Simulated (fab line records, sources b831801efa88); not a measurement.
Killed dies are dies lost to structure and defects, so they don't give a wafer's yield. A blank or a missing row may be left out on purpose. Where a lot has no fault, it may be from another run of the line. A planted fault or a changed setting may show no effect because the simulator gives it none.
Check for tools in common -- flow sky130 -- Sampled: 11 lots, 45 wafers

== REASON FOR OPENING ==
4 of 11 lots carry a flag on the reading DNWELL_TW at SKY_DNWELL_TW_MEAS_09. No-fault wafers: 1115, standard deviation 12.
Rule: a lot is flagged in two cases, either no wafer of it has a number, or all its wafers with numbers fall more than 4 standard deviations from that mean. The other lots count as sound.

lot,measured,on,"DNWELL_TW, wafer by wafer",flag
L712,day 3 04:14,filmMetro-04,1118 1115 1124,
L713,day 3 08:03,filmMetro-01,1130 1138 1136,
L714,day 3 12:55,filmMetro-04,1125 1126 1120,
L715,day 3 19:23,filmMetro-01,1128 1127 1129,
L716,day 4 04:22,filmMetro-03,1106 1110 1110,
L717,day 4 06:47,filmMetro-01,1126 1122 1130,
L718,day 4 10:34,filmMetro-01,1117 1119 1120,
L721,day 5 09:54,filmMetro-03,1990 1994 1980 1981 1992 1998,FLAGGED
L720,day 5 10:12,filmMetro-01,2039 2036 2034 2042 2036 2037,FLAGGED
L722,day 5 12:00,filmMetro-01,2023 2041 2022 2028 2027 2024,FLAGGED
L723,day 5 20:01,filmMetro-03,1986 1989 2000 1978 1990 1983,FLAGGED
The mean of the flagged lots' numbers is 2010, +895 from the usual (+75 standard deviations).

== WHICH TOOL RAN EACH LOT ==
Before the reading, the record contains 2 process steps out of a 708-step route. In each cell: the tool, then ch and the chambers that the sampled wafers went through, then the start.
lot,flag,SKY_FIELD_ISO_ETCH_15,SKY_DNWELL_IMPLANT_07
L712,,"rieDiel-02 ch 0,1,2, day 2 06:10","implanter-01 ch 0, day 3 03:59"
L713,,"rieDiel-03 ch 1,2,3, day 2 10:10","implanter-01 ch 0, day 3 07:49"
L714,,"rieDiel-03 ch 2,3, day 2 15:13","implanter-04 ch 0, day 3 12:40"
L715,,"rieDiel-03 ch 1,2,3, day 2 20:55","implanter-04 ch 0, day 3 19:08"
L716,,"rieDiel-02 ch 0,3, day 3 02:54","implanter-04 ch 0, day 4 04:09"
L717,,"rieDiel-01 ch 1,2,3, day 3 08:18","implanter-03 ch 0, day 4 06:32"
L718,,"rieDiel-03 ch 0,1,2, day 3 11:22","implanter-04 ch 0, day 4 10:21"
L721,FLAGGED,"rieDiel-03 ch 0,3, day 4 05:25","implanter-01 ch 0, day 5 09:39"
L720,FLAGGED,"rieDiel-02 ch 0,1,3, day 4 02:49","implanter-04 ch 0, day 5 09:58"
L722,FLAGGED,"rieDiel-02 ch 2,3, day 4 10:49","implanter-04 ch 0, day 5 11:46"
L723,FLAGGED,"rieDiel-01 ch 0,1,2, day 4 13:30","implanter-01 ch 0, day 5 19:46"
What is done by these steps:
- SKY_FIELD_ISO_ETCH_15: etches the open film in CHF3/O2, stops on Si, target depth 180 nm, time 72 s.
- SKY_DNWELL_IMPLANT_07
- SKY_DNWELL_TW_MEAS_09

== FLAGGED AGAINST TOTAL, ONE TOOL AT A TIME (gauges that did the reading follow at the end) ==
step,tool,lots run,flagged,share of the flagged lots,sound lots run after its first flagged lot
SKY_FIELD_ISO_ETCH_15,rieDiel-01,2,1,some,0
SKY_FIELD_ISO_ETCH_15,rieDiel-02,4,2,some,0
SKY_FIELD_ISO_ETCH_15,rieDiel-03,5,1,some,0
SKY_DNWELL_IMPLANT_07,implanter-01,4,2,some,0
SKY_DNWELL_IMPLANT_07,implanter-03,1,0,none,-
SKY_DNWELL_IMPLANT_07,implanter-04,6,2,some,0
SKY_DNWELL_TW_MEAS_09,filmMetro-01,6,2,some,0
SKY_DNWELL_TW_MEAS_09,filmMetro-03,3,2,some,0
SKY_DNWELL_TW_MEAS_09,filmMetro-04,2,0,none,-

== WHAT THE TABLE ALLOWS ==
No row of the table ran every flagged lot.

== WHAT THE SIMULATOR PUT IN ==
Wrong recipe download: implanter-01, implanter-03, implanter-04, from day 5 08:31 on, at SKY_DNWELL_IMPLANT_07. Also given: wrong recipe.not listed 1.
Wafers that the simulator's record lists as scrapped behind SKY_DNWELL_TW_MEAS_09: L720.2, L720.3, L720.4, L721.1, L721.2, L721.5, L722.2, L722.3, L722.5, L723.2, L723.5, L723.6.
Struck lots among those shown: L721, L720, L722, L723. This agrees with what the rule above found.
